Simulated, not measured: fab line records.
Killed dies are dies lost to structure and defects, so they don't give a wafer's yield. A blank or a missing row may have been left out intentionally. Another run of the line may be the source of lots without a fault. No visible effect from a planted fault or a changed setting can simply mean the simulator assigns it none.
Matching of chambers ; flow sky130 ; SKY_POLY_GATE_ETCH_17 on rie si-01: 4 sister chambers
The step etches poly-Si in HBr/Cl2, stops on SiO2, target depth 180 nm, time 70.5 s. 16 wafers are shown with their chamber, then 7 later ones without.

## WAFERS PAIRED WITH THEIR CHAMBERS
wafer;chamber;drypump motor current A (A);run length s (s);oes product au (a.u.)
L217.2;2;5.4;99.0;0.978
L217.3;3;5.4;99.0;0.995
L217.6;2;5.5;99.5;0.988
L218.1;3;5.4;99.7;0.993
L218.4;1;6.1;99.3;0.986
L218.6;0;6.0;98.7;0.990
L220.1;3;5.4;99.4;0.981
L220.3;2;5.5;99.0;0.991
L220.6;3;5.4;99.4;1.001
L221.2;0;5.9;98.5;0.984
L221.4;3;5.3;99.1;0.990
L221.6;2;5.5;99.0;1.000
L224.1;0;5.9;98.5;0.989
L224.5;1;6.1;99.3;0.987
L224.6;0;5.9;98.6;0.982
L226.1;2;5.5;99.3;0.995

SIGNATURES (averages over the wafers above)
reading;chamber 0;chamber 1;chamber 2;chamber 3;scatter within a chamber
drypump motor current A;5.925;6.100;5.480;5.380;0.0443
run length s;98.575;99.300;99.160;99.320;0.214
oes product au;0.98625;0.98650;0.99040;0.99200;0.00667
Rule: distance of a wafer from a chamber = root of the sum over the readings of ((wafer's reading minus chamber's mean) / reading's scatter) squared. The wafer belongs to the nearest chamber; if the next one is less than 2 further off, it can't be placed. The scatter is the square root of a quotient: the sum, over the shown wafers, of each reading's squared deviation from its chamber's mean, divided by wafers minus chambers.

## WAFERS WITHOUT THEIR CHAMBER
wafer;drypump motor current A (A);run length s (s);oes product au (a.u.)
L226.3;6.1;99.3;0.992
L235.1;5.5;99.1;0.990
L235.4;5.9;98.5;0.991
L235.6;5.9;98.6;0.993
L237.3;5.4;99.7;0.992
L237.4;6.1;99.0;0.976
L237.5;5.5;99.0;0.994

## EACH ONE'S CHAMBER
wafer;from the rows above;in truth
L226.3;1;1
L235.1;2;2
L235.4;0;0
L235.6;0;0
L237.3;can't be placed: 3 or 2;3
L237.4;1;1
L237.5;2;2
Placed correctly: 6 of 7. Unplaceable from these rows: 1, with the true chamber sitting among the candidates in 1. Wrongly placed: 0.
